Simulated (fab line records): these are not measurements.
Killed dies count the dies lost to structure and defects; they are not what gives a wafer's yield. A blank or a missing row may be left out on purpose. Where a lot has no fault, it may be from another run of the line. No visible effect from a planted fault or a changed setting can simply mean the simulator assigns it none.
fab line records    flow sky130    part 1 of 2: steps 1 to 30 of 43
[record] lots = 5  wafers = 15  last_day = 49
route steps=708 shown FIELD_ISO@13 NWELL@32 DNWELL@35 PWDE@45
lots with no fault: from the same line, run without faults
start_h: hours from the record's first day to the start of the lot's first wafer shown    wait_h: hours since the lot's step before    " the same as in the row above    L1.1+2: several wafers, shown together as one row    - no value, or no start was given    * or withheld: withheld    < > ~ a bound
route shown NAME@n: names a module that has steps shown in the file, with the first one's number in the route    usual: average and standard deviation across the fault-free wafers    same: alike in all rows    chamber/n: place in a boat    sites: the reading at each site    _std_site: standard deviation of those values    _edge_site: outer sites' mean less inner sites'    radius_mm: how far each site lies from the wafer's centre    mask NAME#n: copy n    behind: the most recent tool/chamber to have shaped the wafer    hold: why the lot went on hold/how many hours it stayed there/how the hold came to an end    device: which transistor (n, p or np) failed to switch    end of line: at the end of the route, the tests of the same wafers    for a step that has no rows: nothing shown but its recipe    killed: not the wafer's yield, but the dies lost to structure and defects at the first sort    map: the dies of a wafer, with x for killed, . for not killed, _ for no die there
set.NAME: the setting as run; set.NAME@STEP: as run at that earlier step    model.NAME: the simulator's own value behind a step, which no gauge read
a table for each step, a row for each wafer; lots at some steps of the route
services: the hour from which a tool's chamber was out of use, counted from the record's first day as start_h (under 0 if before that day), plus the number of hours and why
[[steps]]
[step SKY_FIELD_ISO_DEVELOP_12]
[recipe] develop_time_s = 60  resist = KrF-thick  dev_temp_c = 21
[usual] developer_temp_C = 21.02/0.1
lot.wafer  tool            chamber  start_h  wait_h  developer_temp_C
L075.2     litho_track-04  0        -        -       21.04
L075.3     "               0        "        "       20.99
L075.4     "               0        "        "       21.03
L076.1     litho_track-04  0        -        -       21.06
L076.3     "               0        "        "       21.00
L076.4     "               0        "        "       20.96
L080.2     litho_track-02  0        -        -       21.02
L080.5     "               0        "        "       20.93
L080.6     "               0        "        "       20.87
L084.1     litho_track-04  0        -        -       20.95
L084.4     "               0        "        "       20.93
L084.6     "               0        "        "       21.14
L092.2     litho_track-04  0        -        -       21.04
L092.4     "               0        "        "       20.94
L092.6     "               0        "        "       20.97
[step SKY_FIELD_ISO_CD_MEAS_13]
[recipe] target_cd_nm = 150
[usual] cd_nm = 149.6/1.3
lot.wafer  tool       chamber  start_h  wait_h  cd_nm
L075.2     cd_sem-01  -        33.54    -       149.7
L075.3     "          -        "        "       149.8
L075.4     "          -        "        "       151.0
L076.1     cd_sem-01  -        38.77    -       147.8
L076.3     "          -        "        "       148.8
L076.4     "          -        "        "       148.6
L080.2     cd_sem-02  -        58.86    -       149.3
L080.5     "          -        "        "       148.6
L080.6     "          -        "        "       149.6
L084.1     cd_sem-01  -        81.42    -       149.9
L084.4     "          -        "        "       152.1
L084.6     "          -        "        "       151.2
L092.2     cd_sem-01  -        120.44   -       149.0
L092.4     "          -        "        "       150.1
L092.6     "          -        "        "       150.4
[step SKY_FIELD_ISO_ETCH_14]
[recipe] chemistry = N2/H2  target = BARC  ion_energy_ev = 200  source_w = 500  bias_w = 100  pressure_mtorr = 30  n2_flow_sccm = 100  h2_flow_sccm = 200  stop_on = SiO2  time_s = 45.9  target_depth_a = 600
[usual] drypump_motor_current_A = 5.9/0.45  oes_product_au = 0.855/0.0048  throttle_valve_pct = 13.224/0.0087
lot.wafer  tool         chamber  start_h  wait_h  drypump_motor_current_A  oes_product_au  rf_hours_counter_h  throttle_valve_pct
L075.2     rie_diel-02  2        33.64    0.1     6.1                      0.857           7                   13.223
L075.3     "            0        "        "       6.6                      0.853           44                  13.211
L075.4     "            0        "        "       6.5                      0.852           -                   13.222
L076.1     rie_diel-01  2        38.89    0.1     6.2                      0.862           32                  13.237
L076.3     "            0        "        "       6.6                      0.855           130                 13.242
L076.4     "            3        "        "       5.5                      0.850           76                  13.222
L080.2     rie_diel-02  0        58.96    0.1     6.5                      0.863           44                  13.236
L080.5     "            0        "        "       6.6                      0.857           -                   13.236
L080.6     "            2        "        "       6.1                      0.854           -                   13.210
L084.1     rie_diel-03  3        81.54    0.1     5.7                      0.863           37                  13.224
L084.4     "            1        "        "       6.6                      0.854           -                   13.235
L084.6     "            0        "        "       5.6                      0.861           -                   13.210
L092.2     rie_diel-02  1        120.54   0.1     5.2                      0.852           52                  13.224
L092.4     "            3        "        "       5.7                      0.861           101                 13.215
L092.6     "            3        "        "       5.7                      0.850           -                   13.221
[step SKY_FIELD_ISO_ETCH_15]
[recipe] chemistry = CHF3/O2  target_depth_nm = 180  stop_on = Si  source_w = 600  bias_w = 200  pressure_mtorr = 40  chf3_flow_sccm = 50  O2_flow_sccm = 5  time_s = 72
[usual] drypump_motor_current_A = 5.9/0.45  oes_product_au = 0.942/0.0075  throttle_valve_pct = 8.842/0.01
lot.wafer  tool         chamber  start_h  wait_h  drypump_motor_current_A  oes_product_au  rf_hours_counter_h  throttle_valve_pct
L075.2     rie_diel-02  2        33.68    0.0     6.1                      0.939           7                   8.838
L075.3     "            0        "        "       6.5                      0.961           44                  8.858
L075.4     "            0        "        "       6.5                      0.949           -                   8.840
L076.1     rie_diel-01  2        38.93    0.0     6.2                      0.941           32                  8.831
L076.3     "            0        "        "       6.6                      0.944           130                 8.837
L076.4     "            3        "        "       5.5                      0.952           76                  8.846
L080.2     rie_diel-02  0        59.01    0.0     6.5                      0.915           44                  8.847
L080.5     "            0        "        "       6.5                      0.919           -                   8.828
L080.6     "            2        "        "       6.1                      0.927           -                   8.853
L084.1     rie_diel-03  3        81.58    0.0     5.7                      0.943           37                  8.845
L084.4     "            1        "        "       6.6                      0.931           -                   8.842
L084.6     "            0        "        "       5.6                      0.935           -                   8.817
L092.2     rie_diel-02  1        120.58   0.0     5.3                      0.951           52                  8.835
L092.4     "            3        "        "       5.7                      0.936           101                 8.839
L092.6     "            3        "        "       5.7                      0.953           -                   8.844
[step SKY_FIELD_ISO_STRIP_16]
[recipe] chemistry = O2/N2  power_w = 1400  pressure_mtorr = 1500  platen_temp_c = withheld  o2_flow_sccm = 3000  n2_flow_sccm = 300  overash_fraction = 0.5
[usual] drypump_motor_current_A = 5.67/0.26  oes_product_au = 0.378/0.0044  strip_time_to_endpoint_s = 3.55/0.031
lot.wafer  tool             chamber  start_h  wait_h  drypump_motor_current_A  oes_product_au  rf_hours_counter_h  strip_time_to_endpoint_s
L075.2     plasma_asher-03  1        33.74    0.0     5.73                     0.373           23                  3.54
L075.3     "                1        "        "       5.72                     0.377           -                   3.57
L075.4     "                0        "        "       5.40                     0.374           -                   3.56
L076.1     plasma_asher-03  1        38.99    0.0     5.73                     0.378           23                  3.53
L076.3     "                0        "        "       5.37                     0.375           -                   3.57
L076.4     "                1        "        "       5.75                     0.374           -                   3.50
L080.2     plasma_asher-04  0        59.06    0.0     5.86                     0.369           36                  3.53
L080.5     "                0        "        "       5.86                     0.376           -                   3.58
L080.6     "                1        "        "       6.00                     0.378           -                   3.53
L084.1     plasma_asher-04  0        81.64    0.0     5.87                     0.371           38                  3.53
L084.4     "                0        "        "       5.86                     0.376           -                   3.55
L084.6     "                1        "        "       6.01                     0.386           -                   3.61
L092.2     plasma_asher-02  1        120.64   0.0     5.36                     0.370           0                   3.54
L092.4     "                0        "        "       5.31                     0.381           -                   3.50
L092.6     "                0        "        "       5.33                     0.373           -                   3.52
[step SKY_FIELD_ISO_ETCH_17]
[recipe] target_depth_a = 3420  mask_material = Si3N4  chemistry = HBr/Cl2/O2  target = Si  taper_deg = 5  icp_w = 600  bias_w = 150  pressure_mtorr = 15  HBr_flow_sccm = 150  Cl2_flow_sccm = 40  O2_flow_sccm = 6  time_s = 97.7
[usual] drypump_motor_current_A = 5.4/0.41  oes_product_au = 1.009/0.016  throttle_valve_pct = 25.652/0.014
lot.wafer  tool       chamber  start_h  wait_h  drypump_motor_current_A  oes_product_au  rf_hours_counter_h  throttle_valve_pct
L075.2     rie_si-01  0        33.84    0.1     5.5                      1.017           3                   25.655
L075.3     "          1        "        "       6.0                      0.978           68                  25.672
L075.4     "          2        "        "       5.6                      1.001           146                 25.654
L076.1     rie_si-02  0        39.09    0.1     4.7                      1.025           132                 25.646
L076.3     "          1        "        "       5.0                      0.987           2                   25.662
L076.4     "          2        "        "       5.6                      1.024           120                 25.643
L080.2     rie_si-01  2        59.16    0.1     5.6                      1.005           147                 25.664
L080.5     "          2        "        "       5.6                      1.021           -                   25.634
L080.6     "          1        "        "       5.9                      0.979           -                   25.670
L084.1     rie_si-01  3        81.74    0.1     5.9                      0.990           115                 25.650
L084.4     "          1        "        "       6.0                      0.977           68                  25.660
L084.6     "          3        "        "       6.0                      0.998           -                   25.643
L092.2     rie_si-01  3        120.74   0.1     5.9                      0.997           116                 25.671
L092.4     "          1        "        "       6.0                      0.987           69                  25.664
L092.6     "          2        "        "       5.6                      1.011           -                   25.639
[step SKY_FIELD_ISO_WET_ETCH_18]
[recipe] chemistry = H3PO4  target_depth_nm = 25  temp_c = 160  target = Si3N4  time_s = 286
lot.wafer   tool          chamber  start_h  wait_h
L075.2+3+4  wet_bench-02  2        33.91    0.0
L076.1+3+4  wet_bench-02  3        39.16    0.0
L080.2+5+6  wet_bench-02  0        59.23    0.0
L084.1+4+6  wet_bench-04  2        81.81    0.0
L092.2+4+6  wet_bench-03  1        120.81   0.0
[step SKY_FIELD_ISO_CLEAN_19]
[recipe] chemistry = SC1/SC2  mix = 1:4:20  temp_c = 70  time_s = 150
lot.wafer   tool          chamber  start_h  wait_h
L075.2+3+4  wet_bench-03  3        34.00    0.0
L076.1+3+4  wet_bench-03  3        39.25    0.0
L080.2+5+6  wet_bench-04  2        59.32    0.0
L084.1+4+6  wet_bench-03  1        81.91    0.0
L092.2+4+6  wet_bench-04  0        120.91   0.0
[step SKY_FIELD_ISO_CLEAN_20]
[recipe] chemistry = dHF  time_s = 20  dilution = 100:1
lot.wafer   tool          chamber  start_h  wait_h
L075.2+3+4  wet_bench-04  3        34.06    0.0
L076.1+3+4  wet_bench-04  2        39.30    0.0
L080.2+5+6  wet_bench-03  1        59.37    0.0
L084.1+4+6  wet_bench-02  2        81.96    0.0
L092.2+4+6  wet_bench-02  3        120.96   0.0
[step SKY_FIELD_ISO_WET_ETCH_21]
[recipe] chemistry = dHF  dilution = 100:1  target_depth_nm = 20  dry = ipa_marangoni  target = SiO2  temp_c = 25  time_s = 400
lot.wafer   tool          chamber  start_h  wait_h
L075.2+3+4  wet_bench-02  3        34.07    0.0
L076.1+3+4  wet_bench-02  3        39.32    0.0
L080.2+5+6  wet_bench-02  1        59.38    0.0
L084.1+4+6  wet_bench-04  2        81.97    0.0
L092.2+4+6  wet_bench-04  3        120.97   0.0
[step SKY_FIELD_ISO_OXIDATION_22]
[recipe] temp_c = 950  ambient = O2  stabilise_s = 600  purge_s = 300  target_thk_a = 100  ox_time_s = 623
lot.wafer   tool        chamber  start_h  wait_h
L075.2+3+4  furnace-01  0        34.76    0.6
L076.1+3+4  furnace-01  0        39.44    0.0
L080.2+5+6  furnace-01  0        59.50    0.0
L084.1+4+6  furnace-02  0        82.10    0.0
L092.2+4+6  furnace-02  0        121.09   0.0
[step SKY_FIELD_ISO_THK_MEAS_23]
[recipe] reads = SiO2_of_FIELD_ISO_OXIDATION_22
[usual] FIELD_ISO_OXIDATION_01_THK = 10.01/0.21
lot.wafer  tool           chamber  start_h  wait_h  FIELD_ISO_OXIDATION_01_THK[nm]
L075.2     film_metro-01  -        35.95    0.0     10.10
L075.3     "              -        "        "       9.92
L075.4     "              -        "        "       9.97
L076.1     film_metro-01  -        40.61    0.0     10.23
L076.3     "              -        "        "       10.16
L076.4     "              -        "        "       10.06
L080.2     film_metro-02  -        60.69    0.0     10.11
L080.5     "              -        "        "       9.80
L080.6     "              -        "        "       10.01
L084.1     film_metro-01  -        83.27    0.0     9.90
L084.4     "              -        "        "       9.86
L084.6     "              -        "        "       10.06
L092.2     film_metro-02  -        122.27   0.0     10.02
L092.4     "              -        "        "       9.93
L092.6     "              -        "        "       9.81
[step SKY_FIELD_ISO_CVD_24]
[recipe] material = SiO2  target_thk_nm = 595  temp_c = 650  sigma_open_frac = 0.3  time_s = 99.2  sih4_flow_sccm = 60  pressure_mtorr = 6
[usual] sih4_flow_sccm = 60.01/0.19
lot.wafer  tool       chamber  start_h  wait_h  sih4_flow_sccm
L075.2     hdpcvd-02  1        36.00    0.0     60.22
L075.3     "          2        "        "       60.13
L075.4     "          2        "        "       60.05
L076.1     hdpcvd-01  2        40.67    0.1     59.87
L076.3     "          0        "        "       59.72
L076.4     "          1        "        "       59.77
L080.2     hdpcvd-02  1        60.74    0.0     59.81
L080.5     "          2        "        "       59.75
L080.6     "          1        "        "       60.08
L084.1     hdpcvd-02  2        83.33    0.1     60.43
L084.4     "          1        "        "       60.10
L084.6     "          2        "        "       60.28
L092.2     hdpcvd-02  2        122.32   0.0     60.17
L092.4     "          1        "        "       60.27
L092.6     "          2        "        "       60.06
[step SKY_FIELD_ISO_THK_MEAS_25]
[recipe] reads = SiO2_of_FIELD_ISO_CVD_24
[usual] FIELD_ISO_CVD_24_THK = 596/6.4
lot.wafer  tool           chamber  start_h  wait_h  FIELD_ISO_CVD_24_THK[nm]
L075.2     film_metro-04  -        36.08    0.0     596
L075.3     "              -        "        "       613
L075.4     "              -        "        "       607
L076.1     film_metro-02  -        40.74    0.0     597
L076.3     "              -        "        "       586
L076.4     "              -        "        "       591
L080.2     film_metro-04  -        60.82    0.0     593
L080.5     "              -        "        "       604
L080.6     "              -        "        "       588
L084.1     film_metro-04  -        83.44    0.1     597
L084.4     "              -        "        "       591
L084.6     "              -        "        "       598
L092.2     film_metro-01  -        122.41   0.0     591
L092.4     "              -        "        "       597
L092.6     "              -        "        "       589
[step SKY_FIELD_ISO_ANNEAL_26]
[recipe] temp_c = 1000  time_s = 1800  ambient = N2
lot.wafer   tool        chamber  start_h  wait_h
L075.2+3+4  furnace-01  0        36.13    0.0
L076.1+3+4  furnace-01  0        40.80    0.1
L080.2+5+6  furnace-01  0        60.87    0.0
L084.1+4+6  furnace-02  0        83.50    0.1
L092.2+4+6  furnace-01  0        122.98   0.6
[step SKY_FIELD_ISO_CMP_27]
[recipe] stop_on = Si3N4  t_overpolish_s = 16  down_force_psi = 4  platen_rpm = 60  target_thk_nm = 457.8  pad_velocity_m_s = 0.94248
[usual] motor_current_A = 12.3/0.98  overpolish_run_s = 16.000/0.0099  time_to_endpoint_s = 107/5.2
lot.wafer  tool    chamber  start_h  wait_h  motor_current_A  overpolish_run_s  time_to_endpoint_s
L075.4     cmp-02  1        37.68    0.1     13.0             15.988            120
L075.3     "       2        "        "       11.2             16.014            109
L075.2     "       3        "        "       12.6             16.010            108
L076.3     cmp-01  2        42.30    0.0     13.6             16.013            109
L076.1     "       0        "        "       10.3             15.990            110
L076.4     "       1        "        "       12.2             15.999            102
L080.2     cmp-02  0        62.52    0.1     11.1             16.006            116
L080.5     "       1        "        "       13.2             15.993            119
L080.6     "       2        "        "       11.6             15.997            107
L084.1     cmp-02  1        85.14    0.1     13.0             15.986            100
L084.4     "       0        "        "       11.0             16.001            103
L084.6     "       1        "        "       13.2             16.011            104
L092.4     cmp-01  3        124.53   0.1     12.5             16.008            107
L092.2     "       1        "        "       12.4             16.000            104
L092.6     "       3        "        "       12.6             16.014            105
[step SKY_FIELD_ISO_WET_ETCH_28]
[recipe] chemistry = dHF  target_depth_nm = 23.7  target = SiO2  dilution = 10:1  temp_c = 25  time_s = 47
lot.wafer   tool          chamber  start_h  wait_h
L075.2+3+4  wet_bench-02  1        37.93    0.1
L076.1+3+4  wet_bench-03  1        42.60    0.1
L080.2+5+6  wet_bench-02  1        62.67    0.1
L084.1+4+6  wet_bench-03  3        85.44    0.2
L092.2+4+6  wet_bench-03  3        124.78   0.1
[step SKY_FIELD_ISO_WET_ETCH_29]
[recipe] chemistry = H3PO4  target_depth_nm = 160  target = Si3N4  temp_c = 160  time_s = 1825
lot.wafer   tool          chamber  start_h  wait_h
L075.2+3+4  wet_bench-04  2        37.95    0.0
L076.1+3+4  wet_bench-04  1        42.63    0.0
L080.2+5+6  wet_bench-04  3        62.69    0.0
L084.1+4+6  wet_bench-04  0        85.46    0.0
L092.2+4+6  wet_bench-04  2        124.80   0.0
[step SKY_FIELD_ISO_WET_ETCH_30]
[recipe] chemistry = dHF  target_depth_nm = 25  target = SiO2  dilution = 10:1  temp_c = 25  time_s = 50
lot.wafer   tool          chamber  start_h  wait_h
L075.2+3+4  wet_bench-02  0        38.51    0.0
L076.1+3+4  wet_bench-02  0        43.14    0.0
L080.2+5+6  wet_bench-03  2        63.21    0.0
L084.1+4+6  wet_bench-02  0        86.03    0.0
L092.2+4+6  wet_bench-02  0        125.32   0.0
[step SKY_NWELL_CLEAN_00]
[recipe] chemistry = SC1/SC2  mix = 1:4:20  temp_c = 70  time_s = 150  dry = n2_spin
lot.wafer   tool          chamber  start_h  wait_h
L075.2+3+4  wet_bench-03  1        38.53    0.0
L076.1+3+4  wet_bench-03  3        43.17    0.0
L080.2+5+6  wet_bench-02  1        63.23    0.0
L084.1+4+6  wet_bench-04  1        86.05    0.0
L092.2+4+6  wet_bench-03  2        125.34   0.0
[step SKY_NWELL_OXIDATION_01]
[recipe] temp_c = 900  ambient = O2  stabilise_s = 600  purge_s = 300  target_thk_a = 100  ox_time_s = 1418
lot.wafer   tool        chamber  start_h  wait_h
L075.2+3+4  furnace-02  0        38.59    0.0
L076.1+3+4  furnace-02  0        43.22    0.0
L080.2+5+6  furnace-02  0        63.28    0.0
L084.1+4+6  furnace-01  0        86.36    0.3
L092.2+4+6  furnace-01  0        125.83   0.4
[step SKY_NWELL_THK_MEAS_02]
[recipe] reads = SiO2_of_NWELL_OXIDATION_01
[usual] NWELL_OXIDATION_THK = 10.06/0.17
lot.wafer  tool           chamber  start_h  wait_h  NWELL_OXIDATION_THK[nm]
L075.2     film_metro-02  -        39.99    0.0     10.47
L075.3     "              -        "        "       10.37
L075.4     "              -        "        "       10.43
L076.1     film_metro-02  -        44.61    0.0     9.91
L076.3     "              -        "        "       10.10
L076.4     "              -        "        "       9.99
L080.2     film_metro-01  -        64.68    0.0     10.07
L080.5     "              -        "        "       10.08
L080.6     "              -        "        "       10.17
L084.1     film_metro-01  -        87.76    0.0     10.07
L084.4     "              -        "        "       10.15
L084.6     "              -        "        "       9.99
L092.2     film_metro-01  -        127.23   0.0     9.95
L092.4     "              -        "        "       9.90
L092.6     "              -        "        "       10.18
[step SKY_DNWELL_DEHYDRATE_00]
[recipe] temp_c = 200  time_s = 60
lot.wafer   tool            chamber  start_h  wait_h
L075.2+3+4  litho_track-02  0        47.52    7.5
L076.1+3+4  litho_track-03  0        51.25    6.6
L080.2+5+6  litho_track-02  0        71.22    6.5
L084.1+4+6  litho_track-02  0        94.89    7.1
L092.2+4+6  litho_track-01  0        135.58   8.3
[step SKY_DNWELL_HMDS_01]
[recipe] prime_time_s = 60  prime_temp_c = 120
lot.wafer   tool            chamber  start_h  wait_h
L075.2+3+4  litho_track-02  0        47.67    0.1
L076.1+3+4  litho_track-03  0        51.40    0.1
L080.2+5+6  litho_track-02  0        71.37    0.1
L084.1+4+6  litho_track-02  0        95.04    0.1
L092.2+4+6  litho_track-01  0        135.73   0.1
[step SKY_DNWELL_COAT_02]
[recipe] spin_rpm = 2000  resist_thk_nm = 3000
lot.wafer   tool            chamber  start_h  wait_h
L075.2+3+4  litho_track-02  0        47.82    0.1
L076.1+3+4  litho_track-03  0        51.55    0.1
L080.2+5+6  litho_track-02  0        71.52    0.1
L084.1+4+6  litho_track-02  0        95.19    0.1
L092.2+4+6  litho_track-01  0        135.88   0.1
[step SKY_DNWELL_SOFTBAKE_03]
[recipe] temp_c = 110  time_s = withheld
lot.wafer   tool            chamber  start_h  wait_h
L075.2+3+4  litho_track-02  0        47.98    0.1
L076.1+3+4  litho_track-03  0        51.70    0.1
L080.2+5+6  litho_track-02  0        71.68    0.1
L084.1+4+6  litho_track-02  0        95.34    0.1
L092.2+4+6  litho_track-01  0        136.04   0.1
[step SKY_DNWELL_EXPOSE_04]
[recipe] mask_id = DNM  na = 0.57  target_cd_nm = 3000  dose_mj = 222
[usual] exposure_dose_mJ_cm2 = 222.01/0.21
lot.wafer  tool              chamber  start_h  wait_h  mask   exposure_dose_mJ_cm2
L075.2     iline_stepper-01  0        -        -       DNM#0  222.27
L075.3     "                 0        "        "       DNM#0  222.37
L075.4     "                 0        "        "       DNM#0  222.04
L076.1     iline_stepper-01  0        -        -       DNM#0  221.89
L076.3     "                 0        "        "       DNM#0  222.13
L076.4     "                 0        "        "       DNM#0  221.97
L080.2     iline_stepper-01  0        -        -       DNM#0  221.71
L080.5     "                 0        "        "       DNM#0  221.95
L080.6     "                 0        "        "       DNM#0  222.00
L084.1     iline_stepper-01  0        -        -       DNM#0  222.32
L084.4     "                 0        "        "       DNM#0  222.05
L084.6     "                 0        "        "       DNM#0  221.96
L092.2     iline_stepper-01  0        -        -       DNM#0  222.05
L092.4     "                 0        "        "       DNM#0  221.94
L092.6     "                 0        "        "       DNM#0  222.11
[step SKY_DNWELL_PEB_05]
[recipe] temp_c = 115  time_s = withheld
lot.wafer   tool            chamber  start_h  wait_h
L075.2+3+4  litho_track-02  0        -        -
L076.1+3+4  litho_track-03  0        -        -
L080.2+5+6  litho_track-02  0        -        -
L084.1+4+6  litho_track-01  0        -        -
L092.2+4+6  litho_track-03  0        -        -
[step SKY_DNWELL_DEVELOP_06]
[recipe] wall_angle_deg = 90  developer = TMAH  develop_time_s = 60  dev_temp_c = 23
[usual] developer_temp_C = 22.99/0.11
lot.wafer  tool            chamber  start_h  wait_h  developer_temp_C
L075.2     litho_track-02  0        -        -       23.04
L075.3     "               0        "        "       23.16
L075.4     "               0        "        "       23.17
L076.1     litho_track-03  0        -        -       22.94
L076.3     "               0        "        "       23.03
L076.4     "               0        "        "       22.90
L080.2     litho_track-02  0        -        -       22.95
L080.5     "               0        "        "       23.03
L080.6     "               0        "        "       23.06
L084.1     litho_track-01  0        -        -       22.96
L084.4     "               0        "        "       22.93
L084.6     "               0        "        "       23.11
L092.2     litho_track-03  0        -        -       22.95
L092.4     "               0        "        "       23.23
L092.6     "               0        "        "       23.11
[step SKY_DNWELL_IMPLANT_07]
[recipe] species = P  energy_kev = withheld  dose_cm2 = withheld  tilt_deg = withheld
lot.wafer   tool          chamber  start_h  wait_h
L075.2+3+4  implanter-04  0        55.17    -
L076.1+3+4  implanter-04  0        59.60    -
L080.2+5+6  implanter-02  0        80.87    -
L084.1+4+6  implanter-02  0        103.86   -
L092.2+4+6  implanter-04  0        145.53   -
